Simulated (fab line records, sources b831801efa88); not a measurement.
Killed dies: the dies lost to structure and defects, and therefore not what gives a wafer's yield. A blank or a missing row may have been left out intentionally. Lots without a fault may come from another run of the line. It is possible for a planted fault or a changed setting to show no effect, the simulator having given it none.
Comparing a struck lot with a sound one    flow gf180mcu    44 out of 602 route steps
Sound: wafers L461.2, L461.3, L461.5. Wafers L469.2, L469.4, L469.6 were the ones struck. At the end, the cause is stated.
At each step with rows: each side's tool, then ch and its chambers, then its first start. Under that, the readings that differ: sound wafers    struck wafers    difference of the means    sigmas: that difference in standard deviations of wafers without a fault.
alike: readings with means less than 2 such deviations apart, plus words and numbers identical on both sides. not compared: withheld readings, readings lacking a value on some wafer, bounds such as >300 that could conceal the same value, and numbers that have no deviation in the record and whose values overlap.
The two part at a step that has a row with sigmas, a row that says differs or no value, or rows on one side only. Numbers that don't overlap but have no deviation are shown without sigmas and don't part them. A reading missing from all wafers of one side parts the sides only when that side holds two or more wafers.

first, 3 steps without rows for these wafers: GF_V1_STRIP_19 (strips in post etch residue remover, time 1200 s); GF_V1_CLEAN_20 (cleans in DIW); GF_V1_SPUTTER_21 (material Ti, target thk 15 nm, time 83.33 s).
GF_V1_SPUTTER_22: material TiN, target thk 10 nm, time 40 s.
  struck on pvdSputter-02, day 24 13:03; sound on pvdSputter-03, day 22 07:37
  alike: throttleValvePct
GF_V1_CVD_23: deposits W, target thk 350 nm, time 105.05 s.
  sound on cvdW-01 ch 0,1, day 22 07:39; struck on cvdW-02 ch 1, day 24 13:07
  alike: heaterPowerW
  not compared: sinceWetCleanH
GF_V1_RS_MEAS_24: uses a four-point probe to measure.
  struck on filmMetro-02, day 24 13:20; sound on filmMetro-04, day 22 07:47
  alike: V1_W_RS
GF_V1_THK_MEAS_25: measures by xrf.
  struck on filmMetro-02, day 24 13:26; sound on filmMetro-04, day 22 07:53
reading        sound        struck       difference  sigmas
V1_W_THK (nm)  351 345 337  363 365 363  +19         +2
then, 1 step without rows for these wafers: GF_V1_CMP_26 (polishes, stops on SiO2, t overpolish 15 s, target thk 0 nm).
GF_M2_SPUTTER_00: material Ti, target thk 37.5 nm, time 150 s.
  struck on pvdSputter-01, day 24 13:47; sound on pvdSputter-02, day 22 08:14
  alike: throttleValvePct
GF_M2_SPUTTER_01: material TiN, target thk 30 nm, time 25 s.
  struck on pvdSputter-01, day 24 13:53; sound on pvdSputter-02, day 22 08:20
  alike: throttleValvePct
GF_M2_SPUTTER_02: material AlCu, target thk 450 nm, time 23.9 s.
  struck on pvdSputter-01, day 24 13:55; sound on pvdSputter-02, day 22 08:22
  alike: throttleValvePct
then, 1 step without rows for these wafers: GF_M2_SPUTTER_03 (material Ti, target thk 10 nm, time 6.886 s).
GF_M2_SPUTTER_04: material TiN, target thk 50 nm, time 41.7 s.
  struck on pvdSputter-01, day 24 13:58; sound on pvdSputter-02, day 22 08:25
reading                                sound              struck           difference  sigmas
model.TiN_of_M2_SPUTTER_04.thkNm (nm)  49.89 49.64 49.29  42.2 42.63 42.2  -7.3        
  alike: throttleValvePct
GF_M2_RS_MEAS_05: uses a four-point probe to measure.
  struck on filmMetro-03, day 24 14:02; sound on filmMetro-04, day 22 08:29
  alike: M2_ALCU_RS
GF_M2_THK_MEAS_06: measures by xrf.
  struck on filmMetro-03, day 24 14:08; sound on filmMetro-04, day 22 08:35
  alike: M2_ALCU_THK
then, 7 steps without rows for these wafers: GF_M2_DEHYDRATE_07 (time 60 s); GF_M2_HMDS_08 (prime time 60 s); GF_M2_COAT_09 (resist thk 1000 nm); GF_M2_SOFTBAKE_10 (time 60 s); GF_M2_EXPOSE_11 (exposes mask Metal2, target cd 280 nm); GF_M2_PEB_12 (peb time 90 s); GF_M2_DEVELOP_13 (develop time 60 s).
GF_M2_CD_MEAS_14 targets a cd of 280 nm.
  struck on cdSem-01, day 25 11:32; sound on cdSem-02, day 23 07:22
  alike: cdNm
GF_M2_OVL_MEAS_15:
  struck on overlay-02, day 25 11:38; sound on overlay-02, day 23 07:29
  alike: M2_OVL
then, 5 steps without rows for these wafers: GF_M2_METAL_ETCH_16 (etches the open film in Cl2/BCl3, stops on SiO2, target depth 750.8 nm, time 125.1 s); GF_M2_STRIP_17 (strips in O2/N2); GF_M2_STRIP_18 (strips in post etch residue remover, time 1200 s); GF_M2_CLEAN_19 (cleans in DIW); GF_V2_CVD_00 (deposits SiO2, target thk 600 nm, time 100 s).
GF_V2_THK_MEAS_01:
  struck on filmMetro-03, day 25 12:34; sound on filmMetro-01, day 23 08:16
  alike: V2_CVD_00_THK
then, 1 step without rows for these wafers: GF_V2_CVD_02 (deposits SiO2 from TEOS, target thk 850 nm, time 94.851 s).
GF_V2_THK_MEAS_03:
  struck on filmMetro-02, day 25 12:41; sound on filmMetro-03, day 23 08:23
  alike: V2_CVD_02_THK
then, 1 step without rows for these wafers: GF_V2_CMP_04 (polishes SiO2).
GF_V2_BOW_MEAS_05:
  struck on filmMetro-02, day 25 13:04; sound on filmMetro-03, day 23 08:46
  alike: V2_BOW
then, 8 steps without rows for these wafers: GF_V2_DEHYDRATE_06 (time 60 s); GF_V2_HMDS_07 (prime time 60 s); GF_V2_COAT_08; GF_V2_COAT_09 (resist thk 1000 nm); GF_V2_SOFTBAKE_10 (time 60 s); GF_V2_EXPOSE_11 (exposes mask Via2, target cd 260 nm); GF_V2_PEB_12 (peb time 90 s); GF_V2_DEVELOP_13 (develop time 60 s).
GF_V2_STRIP_19: strips in post etch residue remover, time 1200 s.
  sound on wetBench-02 ch 2, day 24 07:26; struck on wetBench-02 ch 0, day 26 09:49
reading                                sound             struck             difference  sigmas
model.TiN_of_M2_SPUTTER_04.thkNm (nm)  49.05 48.8 48.45  41.35 41.79 41.36  -7.27       
GF_PASSIVATION_PROBE_99:
  the record holds rows for the sound wafers here (prober-02, day 32 06:08) but none for the struck ones

## WHERE THEY PART
At GF_V1_THK_MEAS_25 first; at GF_PASSIVATION_PROBE_99 last (within this record only).

WHY: what the simulator had put in
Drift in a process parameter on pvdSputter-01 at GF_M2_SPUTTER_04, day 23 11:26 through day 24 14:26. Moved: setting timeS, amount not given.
